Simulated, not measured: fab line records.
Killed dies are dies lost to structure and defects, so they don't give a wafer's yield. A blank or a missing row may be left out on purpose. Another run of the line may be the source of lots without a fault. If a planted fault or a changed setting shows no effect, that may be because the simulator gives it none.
A lot that was struck, set against a sound lot -- flow sky130 -- 35 steps out of a route of 708
Sound: these wafers, L549.2, L549.3, L549.5. Struck: wafers L559.2, L559.3, L559.4. The cause is named last.
Per side, at each step with rows, come the tool, then ch with its chambers, and then its first start. Under that, the readings that differ: sound wafers -- struck wafers -- difference of the means -- sigmas: that difference in standard deviations of wafers without a fault.
alike: words and numbers the same on both sides, and readings whose means are apart by under 2 such deviations; not compared: readings that were withheld, readings missing a value for some wafer, numbers with overlapping values and no deviation given by the record, and bounds like >300 which may hide the same value.
A row with sigmas, a row that says differs or no value, or rows on one side alone: a step with any of these is where the two part. When numbers do not overlap yet have no deviation, they are printed without sigmas and do not part them. Lack of a reading on every wafer of one side parts them only where that side has two or more wafers.

SKY_SD_P_CD_MEAS_07: target cd 380 nm.
  sound on cd sem-02 at day 28 18:23; struck on cd sem-01 at day 30 17:56
  alike: cd nm
SKY_SD_P_OVL_MEAS_08:
  sound on overlay-01 at day 28 18:29; struck on overlay-01 at day 30 18:02
  alike: SD_P_OVL
next, for these wafers, 1 step has no rows: SKY_SD_P_IMPLANT_09.
SKY_SD_P_STRIP_10: strips in O2/N2.
  sound on plasma asher-02 ch 0,1, day 28 18:40; struck on plasma asher-02 ch 0,1, day 30 18:13
  alike: chamber pressure mTorr, drypump motor current A, oes product au, strip time to endpoint s
  not compared: rf hours counter h
SKY_SD_P_TW_MEAS_11:
  sound on film metro-01 at day 28 18:47; struck on film metro-01 at day 30 18:20
  alike: SD_P_TW
then, 7 steps without rows for these wafers: SKY_RES_XHIGH_DEHYDRATE_00 (time 60 s); SKY_RES_XHIGH_HMDS_01 (prime time 60 s); SKY_RES_XHIGH_COAT_02 (resist thk 1140 nm); SKY_RES_XHIGH_SOFTBAKE_03 (time 60 s); SKY_RES_XHIGH_EXPOSE_04 (exposes mask URPM, target cd 1270 nm); SKY_RES_XHIGH_PEB_05; SKY_RES_XHIGH_DEVELOP_06 (develop time 60 s).
SKY_RES_XHIGH_IMPLANT_07:
  sound on implanter-02 ch 0, day 29 21:38; struck on implanter-02 ch 0, day 31 21:53
reading,sound,struck,difference,sigmas
beam on s (s),37.8 38.9 37.9,57.6 54.8 57.3,+18.4,+8
dose ions cm2,3.604e+14 3.6e+14 3.605e+14,5.36e+14 5.354e+14 5.359e+14,+1.75e+14,+99 or more
SKY_RES_XHIGH_STRIP_08: strips in O2/N2.
  sound on plasma asher-03 ch 0,1, day 29 21:46; struck on plasma asher-03 ch 0,1, day 31 22:01
reading,sound,struck,difference,sigmas
oes product au (a.u.),0.711 0.715 0.708,0.697 0.703 0.696,-0.013,-3
strip time to endpoint s (s),14.21 14.18 14.21,14.64 14.64 14.62,+0.43,+10
  alike: chamber pressure mTorr, drypump motor current A
  not compared: rf hours counter h
SKY_RES_XHIGH_TW_MEAS_09:
  sound on film metro-02 at day 29 21:52; struck on film metro-02 at day 31 22:08
reading,sound,struck,difference,sigmas
RES_XHIGH_TW,1649 1647 1657,1865 1861 1867,+213,+14
then, 7 steps without rows for these wafers: SKY_SD_N_DEHYDRATE_00 (time 60 s); SKY_SD_N_HMDS_01 (prime time 60 s); SKY_SD_N_COAT_02 (resist thk 1140 nm); SKY_SD_N_SOFTBAKE_03 (time 60 s); SKY_SD_N_EXPOSE_04 (exposes mask NSDM, target cd 380 nm); SKY_SD_N_PEB_05; SKY_SD_N_DEVELOP_06 (develop time 60 s).
SKY_SD_N_CD_MEAS_07: target cd 380 nm.
  sound on cd sem-01 at day 31 01:17; struck on cd sem-02 at day 33 00:35
  alike: cd nm
SKY_SD_N_OVL_MEAS_08:
  sound on overlay-02 at day 31 01:23; struck on overlay-01 at day 33 00:41
  alike: SD_N_OVL
then, 2 steps without rows for these wafers: SKY_SD_N_IMPLANT_09; SKY_SD_N_IMPLANT_10.
SKY_SD_N_STRIP_11: strips in O2/N2.
  sound on plasma asher-03 ch 0,1, day 31 01:43; struck on plasma asher-02 ch 0,1, day 33 01:01
  alike: chamber pressure mTorr, drypump motor current A, oes product au, strip time to endpoint s
  not compared: rf hours counter h
SKY_SD_N_TW_MEAS_12:
  sound on film metro-03 at day 31 01:49; struck on film metro-02 at day 33 01:08
  alike: SD_N_TW
then, 1 step without rows for these wafers: SKY_SD_N_CLEAN_13 (cleans in SC1/SC2, time 150 s).
SKY_SD_N_RTA_14: time 2 s.
  sound on rtp anneal-01 ch 0, day 31 01:56; struck on rtp anneal-02 ch 0, day 33 01:17
  alike: lamp power pct, wafer_temp_C_max
SKY_SD_N_RS_MEAS_16: the measuring method here is four-point-probe.
  sound on film metro-03 at day 31 02:07; struck on film metro-02 at day 33 01:28
  alike: SD_N_RS
SKY_SD_N_RS_MEAS_17: the measuring method here is four-point-probe.
  sound on film metro-03 at day 31 02:14; struck on film metro-02 at day 33 01:35
  alike: SD_P_RS
SKY_SD_N_RS_MEAS_18: the measuring method here is four-point-probe.
  sound on film metro-03 at day 31 02:22; struck on film metro-02 at day 33 01:43
reading,sound,struck,difference,sigmas
RES_XHIGH_RS (ohm/sq),332.2 333.4 332.4,242.5 242.7 242.6,-90.1,-82
then, 1 step without rows for these wafers: SKY_SALICIDE_CLEAN_00 (cleans in HF-last, time 30 s).
-- the record jumps here: 16 days lie between the struck wafers' starts before and after (it left off in module SALICIDE and takes up again in module PAD_OPEN, whose first step shown is number 708 of the route) --
SKY_PAD_OPEN_PROBE_99:
  sound on prober-02 at day 48 00:31; struck on prober-02 at day 49 12:20
reading,sound,struck,difference,sigmas
model.etest.res xhigh po.line ohm um,5778 5730 5895,2984 2910 3060,-2816,
model.etest.res xhigh po.rs ohm sq,2053 2022 2086,1047 1020 1076,-1006,
  alike: killed_at_M0_to_M3, killed_at_M4_up, killed at contacts, killed at front end, killed at other, killed dies, killed on rim, killed open, killed short

WHERE THEY PART
First at SKY_RES_XHIGH_IMPLANT_07; last, within this record, at SKY_SD_N_RS_MEAS_18. Later steps at which nothing parts them and some readings are alike: SKY_PAD_OPEN_PROBE_99.

WHY: whatever the simulator had introduced
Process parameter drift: implanter-02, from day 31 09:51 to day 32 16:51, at SKY_RES_XHIGH_IMPLANT_07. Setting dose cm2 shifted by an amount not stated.
